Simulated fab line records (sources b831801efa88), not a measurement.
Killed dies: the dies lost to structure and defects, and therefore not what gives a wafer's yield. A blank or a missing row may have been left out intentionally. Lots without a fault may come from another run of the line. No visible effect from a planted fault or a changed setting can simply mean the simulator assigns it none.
fab line records	flow sfq_line
record: lots: 6	wafers: 18	last_day: 80
route steps=325 shown I6@270 M7@281 I7@296 M8@311
lots that met no fault: taken from a fault-free run of the same line
start_h: the number of hours between the record's first day and the start of the first shown wafer of the lot	wait_h: hours since the lot's step before	" the same as in the row above	L1.1+2: a row that stands for several wafers	- no value, or no start was given	* or withheld: withheld	< > ~ a bound
route shown NAME@n: names a module that has steps shown in the file, with the first one's number in the route	usual: mean/standard deviation of fault-free wafers	same: alike in all rows	chamber/n: place in a boat	sites: readings site by site	_std_site: standard deviation of those values	_edge_site: the outer-site mean with the inner-site mean subtracted	radius_mm: how far each site lies from the wafer's centre	mask NAME#n: copy n	behind: the tool/chamber that last shaped the wafer	hold: what put the lot on hold/how long, in hours/how the hold closed	device: the n, p or np transistor that did not switch	end of line: the route-end tests of the same wafers	step lacking rows: just its recipe	killed: count of dies lost to structure and defects at first sort (not the wafer's yield)	map: a wafer's dies, x killed, . not, _ none there
set.NAME: the setting the step ran with; set.NAME@STEP: the setting that earlier step ran with	model.NAME: the simulator's own value behind a step, which no gauge read
lots seen at some steps along the route; tables by step, rows by wafer
services: a tool's chamber out of use, with start hour (start_h, from the record's first day; less than 0 if before it), hours out, and reason
== steps ==
step: SFQ_TRILAYER_I6_VIA_LITHO_COAT_174
recipe: resist: BARC	spin_rpm: 3000	resist_thk_nm: 62
step: SFQ_TRILAYER_I6_VIA_LITHO_COAT_169
recipe: resist: KrF	spin_rpm: 3000	resist_thk_nm: 650
step: SFQ_TRILAYER_I6_VIA_LITHO_SOFTBAKE_173
recipe: temp_c: withheld	time_s: withheld	resist: KrF
step: SFQ_TRILAYER_I6_VIA_LITHO_EXPOSE_170
recipe: mask_id: I6	na: 0.6	source_shape: conventional	sigma_outer: 0.65	target_cd_nm: 700	dose_mj: 21.3
step: SFQ_TRILAYER_I6_VIA_LITHO_PEB_172
recipe: peb_temp_c: 115	peb_time_s: 60	resist: KrF
step: SFQ_TRILAYER_I6_VIA_LITHO_DEVELOP_171
recipe: time_s: 60	resist: KrF
step: SFQ_I6_OVL_MEAS_942
usual: I6_OVL: -4/5.7
lot.wafer	tool	chamber	start_h	wait_h	I6_OVL[nm]
L535.2	overlay-02	-	1592.51	0.1	0
L535.3	"	-	"	"	-10
L535.5	"	-	"	"	-12
L536.2	overlay-02	-	1683.76	0.1	-1
L536.4	"	-	"	"	-1
L536.6	"	-	"	"	1
L551.3	overlay-02	-	1776.16	0.1	2
L551.4	"	-	"	"	-7
L551.6	"	-	"	"	-2
L553.3	overlay-01	-	1780.96	0.1	-8
L553.4	"	-	"	"	-10
L553.5	"	-	"	"	-11
L554.1	overlay-01	-	1783.35	0.1	-6
L554.3	"	-	"	"	-10
L554.4	"	-	"	"	-5
L555.1	overlay-01	-	1784.55	0.1	-1
L555.3	"	-	"	"	2
L555.5	"	-	"	"	-1
step: SFQ_TRILAYER_I6_VIA_BARC_OPEN_VIA_ETCH_235
recipe: mask_material: PR	chemistry: O2	target_depth_nm: 125	target: BARC	source_w: 500	bias_w: 80	pressure_mtorr: 30	time_s: 41.7
usual: drypump_motor_current_A: 5.7/0.55	oes_product_au: 0.685/0.0044
same: time_s: 41.7
lot.wafer	tool	chamber	start_h	wait_h	drypump_motor_current_A	oes_product_au	rf_hours_counter_h
L535.2	rie_diel-04	1	1592.54	0.0	5.6	0.697	7
L535.3	"	0	"	"	5.0	0.686	11
L535.5	"	0	"	"	5.0	0.683	-
L536.2	rie_diel-02	1	1683.79	0.0	5.5	0.684	17
L536.4	"	1	"	"	5.5	0.688	-
L536.6	"	3	"	"	5.2	0.682	-
L551.3	rie_diel-04	3	1776.19	0.0	6.3	0.692	3
L551.4	"	0	"	"	5.0	0.684	15
L551.6	"	0	"	"	5.0	0.690	-
L553.3	rie_diel-04	1	1780.99	0.0	5.6	0.678	9
L553.4	"	2	"	"	4.9	0.685	14
L553.5	"	1	"	"	5.6	0.682	-
L554.1	rie_diel-02	3	1783.39	0.0	5.2	0.688	22
L554.3	"	1	"	"	5.5	0.682	20
L554.4	"	2	"	"	6.1	0.685	2
L555.1	rie_diel-04	3	1784.59	0.0	6.3	0.690	3
L555.3	"	0	"	"	5.0	0.688	15
L555.5	"	3	"	"	6.3	0.691	-
step: SFQ_TRILAYER_I6_VIA_ETCH_VIA_ETCH_172
recipe: target: SiO2	stop_on: Nb	mask_material: PR	taper_deg: 20	chemistry: CHF3	target_depth_nm: 260	source_w: 500	bias_w: 80	pressure_mtorr: 30	time_s: withheld
step: SFQ_TRILAYER_I6_VIA_STRIP_STRIP_173
recipe: gas: O2	power_w: 200	platen_temp_c: 40	overash_fraction: 0.65	chemistry: O2	pressure_mtorr: 50
usual: drypump_motor_current_A: 5.8/0.62	oes_product_au: 1.003/0.0095
lot.wafer	tool	chamber	start_h	wait_h	drypump_motor_current_A	oes_product_au	rf_hours_counter_h
L535.2	rie_metal-03	1	1592.70	-	6.1	0.980	109
L535.3	"	0	"	"	5.5	1.015	-
L535.5	"	1	"	"	6.2	0.990	-
L536.2	rie_metal-03	1	1683.94	-	6.1	0.981	121
L536.4	"	0	"	"	5.5	0.995	-
L536.6	"	0	"	"	5.5	1.008	-
L551.3	rie_metal-02	1	1776.99	-	6.3	1.007	-
L551.4	"	1	"	"	6.3	1.016	-
L551.6	"	1	"	"	6.3	0.997	-
L553.3	rie_metal-02	1	1781.54	-	6.3	0.996	-
L553.4	"	1	"	"	6.3	0.986	-
L553.5	"	1	"	"	6.3	0.996	-
L554.1	rie_metal-03	1	1783.54	-	6.1	0.981	137
L554.3	"	0	"	"	5.5	0.995	-
L554.4	"	1	"	"	6.1	0.977	-
L555.1	rie_metal-02	1	1784.74	-	6.3	0.993	39
L555.3	"	1	"	"	6.3	0.991	-
L555.5	"	1	"	"	6.3	0.992	-
step: SFQ_TRILAYER_I6_VIA_STRIP_SOLV_CLEAN_174
recipe: chemistry: NMP	temp_c: 70	time_s: 600
step: SFQ_TRILAYER_M7_DEP_PRE_CLEAN_176
recipe: gas: Ar	time_s: 22.5	bias_v: 250
step: SFQ_TRILAYER_M7_DEP_SPUTTER_175
recipe: material: Nb	base_pressure_pa: 1.33e-06	chamber_pressure_pa: 0.1333	substrate_temp_c: 20	target_thk_nm: 200	power_w: 2000	time_s: 133.3
usual: cathode_dc_power_W: 2000.0/0.37	throttle_valve_pct: 30.0/1.1
same: time_s: 133.3
lot.wafer	tool	chamber	start_h	wait_h	cathode_dc_power_W	throttle_valve_pct	model.Nb_of_TRILAYER_M7_DEP_SPUTTER_175.thk_nm
L535.2	pvd_sputter-03	-	1593.70	0.0	2001.3	29.6	201.9
L535.3	"	-	"	"	1999.9	29.3	202.4
L535.5	"	-	"	"	2000.3	29.0	202.3
L536.2	pvd_sputter-05	-	1684.76	0.0	2000.1	29.3	199.7
L536.4	"	-	"	"	1999.8	29.5	200.1
L536.6	"	-	"	"	1999.5	29.1	199.8
L551.3	pvd_sputter-05	-	1777.99	0.0	2348.1	29.5	230.3
L551.4	"	-	"	"	2347.3	29.1	230.8
L551.6	"	-	"	"	2347.7	28.9	227.9
L553.3	pvd_sputter-05	-	1782.55	0.0	2347.8	29.3	232.2
L553.4	"	-	"	"	2348.0	29.5	230.4
L553.5	"	-	"	"	2347.9	29.5	232.7
L554.1	pvd_sputter-03	-	1784.35	0.0	2000.4	29.5	200.1
L554.3	"	-	"	"	1999.4	29.1	202.3
L554.4	"	-	"	"	1999.5	30.2	197.9
L555.1	pvd_sputter-03	-	1786.15	0.0	1999.7	29.5	202.6
L555.3	"	-	"	"	1999.8	29.1	202.5
L555.5	"	-	"	"	2000.2	29.3	200.9
step: SFQ_M7_RS_MEAS_943
recipe: thk_meas_gauge: four-point-probe	reads: Nb_of_TRILAYER_M7_DEP_SPUTTER_175
usual: M7_NB_RS: 0.891/0.012
lot.wafer	tool	chamber	start_h	wait_h	hold	M7_NB_RS[ohm/sq]
L535.2	film_metro-03	-	1593.81	0.1	-	0.880
L535.3	"	-	"	"	-	0.881
L535.5	"	-	"	"	-	0.880
L536.2	film_metro-01	-	1684.87	0.1	-	0.891
L536.4	"	-	"	"	-	0.888
L536.6	"	-	"	"	-	0.888
L551.3	film_metro-01	-	1778.12	0.1	await_dispo/0.2h/release	0.770
L551.4	"	-	"	"	await_dispo/0.2h/release	0.769
L551.6	"	-	"	"	await_dispo/0.2h/release	0.778
L551.3	film_metro-01	-	1778.41	0.3	-	0.770
L551.4	"	-	"	"	-	0.768
L551.6	"	-	"	"	-	0.779
L553.3	film_metro-03	-	1782.68	0.1	await_dispo/0.2h/release	0.764
L553.4	"	-	"	"	await_dispo/0.2h/release	0.771
L553.5	"	-	"	"	await_dispo/0.2h/release	0.763
L553.3	film_metro-03	-	1782.96	0.3	-	0.767
L553.4	"	-	"	"	-	0.773
L553.5	"	-	"	"	-	0.764
L554.1	film_metro-03	-	1784.44	0.0	-	0.890
L554.3	"	-	"	"	-	0.879
L554.4	"	-	"	"	-	0.900
L555.1	film_metro-01	-	1786.24	0.0	-	0.877
L555.3	"	-	"	"	-	0.877
L555.5	"	-	"	"	-	0.885
step: SFQ_TRILAYER_M7_LITHO_COAT_177
recipe: resist: KrF	spin_rpm: 3000	resist_thk_nm: 600
step: SFQ_TRILAYER_M7_LITHO_SOFTBAKE_181
recipe: temp_c: withheld	time_s: withheld	resist: KrF
step: SFQ_TRILAYER_M7_LITHO_EXPOSE_178
recipe: mask_id: M7	na: 0.6	source_shape: conventional	sigma_outer: 0.65	target_cd_nm: 500	dose_mj: 14.4
step: SFQ_TRILAYER_M7_LITHO_PEB_180
recipe: peb_temp_c: 115	peb_time_s: 60	resist: KrF
step: SFQ_TRILAYER_M7_LITHO_DEVELOP_179
recipe: time_s: 60	resist: KrF
step: SFQ_M7_OVL_MEAS_945
usual: M7_OVL: 2/5
lot.wafer	tool	chamber	start_h	wait_h	M7_OVL[nm]
L535.2	overlay-01	-	1683.78	0.1	7
L535.3	"	-	"	"	8
L535.5	"	-	"	"	0
L536.2	overlay-01	-	1760.38	0.1	-1
L536.4	"	-	"	"	-2
L536.6	"	-	"	"	-4
L551.3	overlay-01	-	1866.19	0.1	3
L551.4	"	-	"	"	6
L551.6	"	-	"	"	2
L553.3	overlay-01	-	1872.19	0.1	1
L553.4	"	-	"	"	2
L553.5	"	-	"	"	0
L554.1	overlay-02	-	1875.90	0.1	2
L554.3	"	-	"	"	0
L554.4	"	-	"	"	7
L555.1	overlay-01	-	1879.50	0.1	1
L555.3	"	-	"	"	-4
L555.5	"	-	"	"	-2
step: SFQ_TRILAYER_M7_BARC_OPEN_METAL_ETCH_229
recipe: mask_material: PR	chemistry: O2	target_depth_nm: 125	target: BARC	icp_w: 600	bias_w: 80	pressure_mtorr: 10	time_s: 41.7
step: SFQ_TRILAYER_M7_ETCH_METAL_ETCH_180
recipe: target: Nb	stop_on: SiO2	mask_material: PR	chemistry: Cl2/Ar	target_depth_nm: 240	icp_w: 600	bias_w: 80	pressure_mtorr: 10	time_s: 120
usual: drypump_motor_current_A: 6.0/0.45	oes_product_au: 0.893/0.0079
same: time_s: 120
lot.wafer	tool	chamber	start_h	wait_h	drypump_motor_current_A	oes_product_au	rf_hours_counter_h
L535.2	rie_metal-02	0	1683.87	0.0	6.6	0.896	127
L535.3	"	0	"	"	6.6	0.906	-
L535.5	"	0	"	"	6.6	0.896	-
L536.2	rie_metal-02	1	1760.47	0.0	6.3	0.886	33
L536.4	"	1	"	"	6.3	0.898	-
L536.6	"	0	"	"	6.5	0.890	-
L551.3	rie_metal-01	1	1866.31	0.1	6.3	0.974	-
L551.4	"	0	"	"	5.3	0.972	-
L551.6	"	0	"	"	5.3	0.958	-
L553.3	rie_metal-02	0	1872.31	0.1	6.5	0.981	-
L553.4	"	1	"	"	6.3	0.972	-
L553.5	"	0	"	"	6.5	0.974	-
L554.1	rie_metal-02	1	1876.00	0.0	6.3	0.900	52
L554.3	"	1	"	"	6.3	0.905	-
L554.4	"	0	"	"	6.5	0.892	-
L555.1	rie_metal-01	0	1879.60	0.0	5.3	0.901	35
L555.3	"	0	"	"	5.3	0.904	-
L555.5	"	1	"	"	6.3	0.899	-
step: SFQ_TRILAYER_M7_STRIP_STRIP_181
recipe: gas: O2	power_w: 200	platen_temp_c: 40	overash_fraction: 0.65	chemistry: O2	pressure_mtorr: 50
step: SFQ_TRILAYER_M7_STRIP_SOLV_CLEAN_182
recipe: chemistry: NMP	temp_c: 70	time_s: 600
step: SFQ_TRILAYER_I7_DEP_PECVD_183
recipe: material: SiO2	temp_c: 150	time_s: 111.11	pressure_torr: 2.4	rf_w: 183.3	precursor: SiH4/N2O	target_thk_nm: 500
usual: heater_power_w: 79/16	showerhead_vpp_V: 829/22	throttle_valve_pct: 24.2/1.4
same: time_s: 111.11
lot.wafer	tool	chamber	start_h	wait_h	heater_power_w	showerhead_vpp_V	throttle_valve_pct
L535.2	pecvd-01	1	1684.77	0.0	98	842	24.1
L535.3	"	2	"	"	83	845	25.1
L535.5	"	2	"	"	85	849	25.0
L536.2	pecvd-01	0	1761.37	0.0	93	814	23.7
L536.4	"	2	"	"	80	846	24.9
L536.6	"	1	"	"	92	857	24.0
L551.3	pecvd-03	2	1867.17	0.0	62	821	23.8
L551.4	"	0	"	"	74	796	27.6
L551.6	"	1	"	"	72	850	25.6
L553.3	pecvd-03	0	1873.19	0.0	76	803	27.9
L553.4	"	2	"	"	60	827	23.6
L553.5	"	1	"	"	72	852	25.6
L554.1	pecvd-01	1	1876.91	0.0	107	846	24.0
L554.3	"	2	"	"	84	849	25.0
L554.4	"	1	"	"	110	855	24.2
L555.1	pecvd-01	0	1880.50	0.0	97	802	24.1
L555.3	"	1	"	"	102	836	24.0
L555.5	"	1	"	"	105	839	24.2
step: SFQ_TRILAYER_I7_CMP_CMP_184
recipe: material: SiO2	down_force_psi: 3	platen_rpm: 60	pad_velocity_m_s: 0.94248
step: SFQ_I7_BOW_MEAS_946
recipe: mode: bow
usual: I7_BOW: 10/11
lot.wafer	tool	chamber	start_h	wait_h	I7_BOW[um]
L535.2	film_metro-04	-	1687.86	1.0	17
L535.3	"	-	"	"	9
L535.5	"	-	"	"	-6
L536.2	film_metro-03	-	1771.25	1.0	25
L536.4	"	-	"	"	29
L536.6	"	-	"	"	11
L551.3	film_metro-01	-	1880.33	2.0	7
L551.4	"	-	"	"	15
L551.6	"	-	"	"	0
L553.3	film_metro-01	-	1887.03	1.0	9
L553.4	"	-	"	"	-5
L553.5	"	-	"	"	-2
L554.1	film_metro-03	-	1887.48	1.0	9
L554.3	"	-	"	"	10
L554.4	"	-	"	"	23
L555.1	film_metro-04	-	1890.48	1.5	14
L555.3	"	-	"	"	33
L555.5	"	-	"	"	14
step: SFQ_TRILAYER_I7_METRO_MEASURE_185
usual: thk_nm: 200.5/1.4
lot.wafer	tool	chamber	start_h	wait_h	thk_nm
L535.2	film_metro-04	-	1688.16	0.3	199.6
L535.3	"	-	"	"	201.8
L535.5	"	-	"	"	199.7
L536.2	film_metro-03	-	1771.55	0.3	201.1
L536.4	"	-	"	"	202.6
L536.6	"	-	"	"	202.5
L551.3	film_metro-01	-	1880.81	0.5	201.7
L551.4	"	-	"	"	200.2
L551.6	"	-	"	"	200.7
L553.3	film_metro-01	-	1887.51	0.5	198.3
L553.4	"	-	"	"	200.9
L553.5	"	-	"	"	200.4
L554.1	film_metro-03	-	1887.60	0.1	202.3
L554.3	"	-	"	"	200.5
L554.4	"	-	"	"	200.8
L555.1	film_metro-04	-	1890.60	0.1	197.7
L555.3	"	-	"	"	199.1
L555.5	"	-	"	"	200.4
step: SFQ_TRILAYER_I7_VIA_LITHO_COAT_192
recipe: resist: BARC	spin_rpm: 3000	resist_thk_nm: 62
step: SFQ_TRILAYER_I7_VIA_LITHO_COAT_187
recipe: resist: KrF	spin_rpm: 3000	resist_thk_nm: 650
step: SFQ_TRILAYER_I7_VIA_LITHO_SOFTBAKE_191
recipe: temp_c: withheld	time_s: withheld	resist: KrF
step: SFQ_TRILAYER_I7_VIA_LITHO_EXPOSE_188
recipe: mask_id: I7	na: 0.6	source_shape: conventional	sigma_outer: 0.65	target_cd_nm: 1000	dose_mj: 21.3
step: SFQ_TRILAYER_I7_VIA_LITHO_PEB_190
recipe: peb_temp_c: 115	peb_time_s: 60	resist: KrF
step: SFQ_TRILAYER_I7_VIA_LITHO_DEVELOP_189
recipe: time_s: 60	resist: KrF
step: SFQ_I7_OVL_MEAS_947
usual: I7_OVL: -4/4.3
lot.wafer	tool	chamber	start_h	wait_h	I7_OVL[nm]
L535.2	overlay-02	-	1732.96	0.1	-5
L535.3	"	-	"	"	-7
L535.5	"	-	"	"	-8
L536.2	overlay-01	-	1786.96	0.1	2
L536.4	"	-	"	"	2
L536.6	"	-	"	"	-3
L551.3	overlay-01	-	1897.93	0.1	-1
L551.4	"	-	"	"	-10
L551.6	"	-	"	"	0
L553.3	overlay-01	-	1900.33	0.1	2
L553.4	"	-	"	"	-3
L553.5	"	-	"	"	0
L554.1	overlay-01	-	1901.52	0.1	-5
L554.3	"	-	"	"	-6
L554.4	"	-	"	"	-1
L555.1	overlay-01	-	1902.72	0.1	-8
L555.3	"	-	"	"	-10
L555.5	"	-	"	"	-5
step: SFQ_TRILAYER_I7_VIA_BARC_OPEN_VIA_ETCH_260
recipe: mask_material: PR	chemistry: O2	target_depth_nm: 125	target: BARC	source_w: 500	bias_w: 80	pressure_mtorr: 30	time_s: 41.7
usual: drypump_motor_current_A: 5.7/0.42	oes_product_au: 0.685/0.0045
same: time_s: 41.7
lot.wafer	tool	chamber	start_h	wait_h	drypump_motor_current_A	oes_product_au	rf_hours_counter_h
L535.2	rie_diel-03	3	1732.99	0.0	5.5	0.682	2
L535.3	"	1	"	"	6.0	0.685	10
L535.5	"	0	"	"	5.8	0.686	-
L536.2	rie_diel-03	3	1786.99	0.0	5.5	0.686	3
L536.4	"	2	"	"	5.2	0.682	4
L536.6	"	3	"	"	5.5	0.686	-
L551.3	rie_diel-02	1	1897.96	0.0	5.5	0.686	22
L551.4	"	0	"	"	5.3	0.678	13
L551.6	"	2	"	"	6.1	0.682	-
L553.3	rie_diel-02	3	1900.36	0.0	5.2	0.687	0
L553.4	"	2	"	"	6.1	0.680	4
L553.5	"	1	"	"	5.5	0.686	-
L554.1	rie_diel-01	1	1901.56	0.0	6.2	0.687	16
L554.3	"	2	"	"	5.7	0.684	18
L554.4	"	0	"	"	6.6	0.690	1
L555.1	rie_diel-03	1	1902.76	0.0	5.9	0.682	11
L555.3	"	3	"	"	5.5	0.691	5
L555.5	"	0	"	"	5.8	0.693	-
step: SFQ_TRILAYER_I7_VIA_ETCH_VIA_ETCH_190
recipe: target: SiO2	stop_on: Nb	mask_material: PR	taper_deg: 20	chemistry: CHF3	target_depth_nm: 260	source_w: 500	bias_w: 80	pressure_mtorr: 30	time_s: withheld
step: SFQ_TRILAYER_I7_VIA_STRIP_STRIP_191
recipe: gas: O2	power_w: 200	platen_temp_c: 40	overash_fraction: 0.65	chemistry: O2	pressure_mtorr: 50
step: SFQ_TRILAYER_I7_VIA_STRIP_SOLV_CLEAN_192
recipe: chemistry: NMP	temp_c: 70	time_s: 600
step: SFQ_TRILAYER_M8_LITHO_LOR_COAT_197
recipe: resist: lift-off	spin_rpm: 3000
step: SFQ_M8_BOW_MEAS_951
recipe: mode: bow
usual: M8_BOW: 11/11
lot.wafer	tool	chamber	start_h	wait_h	M8_BOW[um]	model.etest.m7.ohm_um	model.etest.i6.link_ohm	model.etest.i7.link_ohm	model.etest.m7.ohm_sq
L535.2	film_metro-03	-	1821.60	0.0	16	1.749	1.88	1.042	0.8802
L535.3	"	-	"	"	9	1.748	1.873	1.04	0.8783
L535.5	"	-	"	"	-6	1.752	1.878	1.039	0.8786
L536.2	film_metro-04	-	1833.41	0.0	28	1.794	1.861	1.052	0.89
L536.4	"	-	"	"	32	1.788	1.87	1.051	0.8884
L536.6	"	-	"	"	13	1.789	1.861	1.053	0.8895
L551.3	film_metro-04	-	1907.66	0.0	9	1.548	1.759	0.9337	0.7719
L551.4	"	-	"	"	14	1.54	1.734	0.9311	0.7702
L551.6	"	-	"	"	0	1.558	1.772	0.9437	0.7802
L553.3	film_metro-03	-	1912.29	0.0	10	1.534	1.738	0.9227	0.7656
L553.4	"	-	"	"	-5	1.549	1.73	0.9311	0.7716
L553.5	"	-	"	"	-1	1.535	1.738	0.9218	0.7639
L554.1	film_metro-02	-	1913.62	0.0	11	1.777	1.851	1.046	0.8885
L554.3	"	-	"	"	11	1.762	1.836	1.037	0.8787
L554.4	"	-	"	"	23	1.793	1.87	1.056	0.8981
L555.1	film_metro-04	-	1914.65	0.0	15	1.765	1.85	1.035	0.8774
L555.3	"	-	"	"	33	1.767	1.856	1.038	0.8778
L555.5	"	-	"	"	15	1.782	1.853	1.044	0.885
== services ==
tool	chamber	start_h	hours	kind
pecvd-01	0	1576.26	6.1	repair
rie_metal-03	-	1578.28	2.8	pm
pvd_sputter-03	-	1584.75	2.4	repair
rie_diel-04	-	1585.16	2.8	pm
pvd_sputter-05	-	1595.69	2.0	repair
rie_diel-04	-	1602.38	4.0	pm
rie_diel-03	2	1602.46	5.0	repair
rie_diel-04	0	1608.97	2.8	repair
rie_diel-04	0	1619.37	2.6	repair
rie_diel-04	1	1636.25	22.5	repair
pvd_sputter-05	-	1643.40	3.2	repair
rie_diel-04	0	1644.56	8.0	repair
rie_diel-04	3	1646.49	10.4	repair
rie_diel-03	1	1656.94	2.0	repair
rie_diel-02	-	1666.09	15.6	pm
rie_metal-02	1	1677.42	5.2	repair
pecvd-01	-	1682.10	0.9	repair
pecvd-01	1	1689.33	16.0	repair
rie_diel-04	1	1714.83	8.5	repair
pecvd-01	-	1748.05	0.3	repair
rie_metal-02	-	1810.60	1.4	pm
rie_diel-02	0	1850.44	5.2	repair
pecvd-01	-	1864.26	3.2	repair
rie_diel-02	3	1886.60	10.9	repair
== key ==
first_sign: step: SFQ_TRILAYER_M7_DEP_SPUTTER_175	reading: cathode_dc_power_W	direction: up	sigmas: 99+	usual: 2000.0	struck: 2347.8
effect: step: SFQ_M7_RS_MEAS_943	reading: visit	direction: added
effect: step: SFQ_M7_RS_MEAS_943	reading: M7_NB_RS	direction: down	sigmas: 10	usual: 0.891	struck: 0.769
effect: step: SFQ_TRILAYER_M7_ETCH_METAL_ETCH_180	reading: oes_product_au	direction: up	sigmas: 10	usual: 0.893	struck: 0.972
model_effect: step: SFQ_TRILAYER_M7_DEP_SPUTTER_175	value: Nb_of_TRILAYER_M7_DEP_SPUTTER_175.thk_nm	without: 195.9	struck: 230.7
model_effect: step: SFQ_M8_BOW_MEAS_951	value: etest.m7.ohm_um	without: 1.818	struck: 1.544
met_at SFQ_TRILAYER_M7_DEP_SPUTTER_175
struck_wafers L551.3,L551.4,L551.6,L553.3,L553.4,L553.5
onset_between 1684.76 1777.99
fault: kind: process_parameter_drift	tool: pvd_sputter-05	chamber: -	onset_h: 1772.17	steps: SFQ_TRILAYER_M7_DEP_SPUTTER_175	channel: power_w	offset: 347.76	shape: step	end_h: 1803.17	acts_in: these_recipes_only	stated: 2000
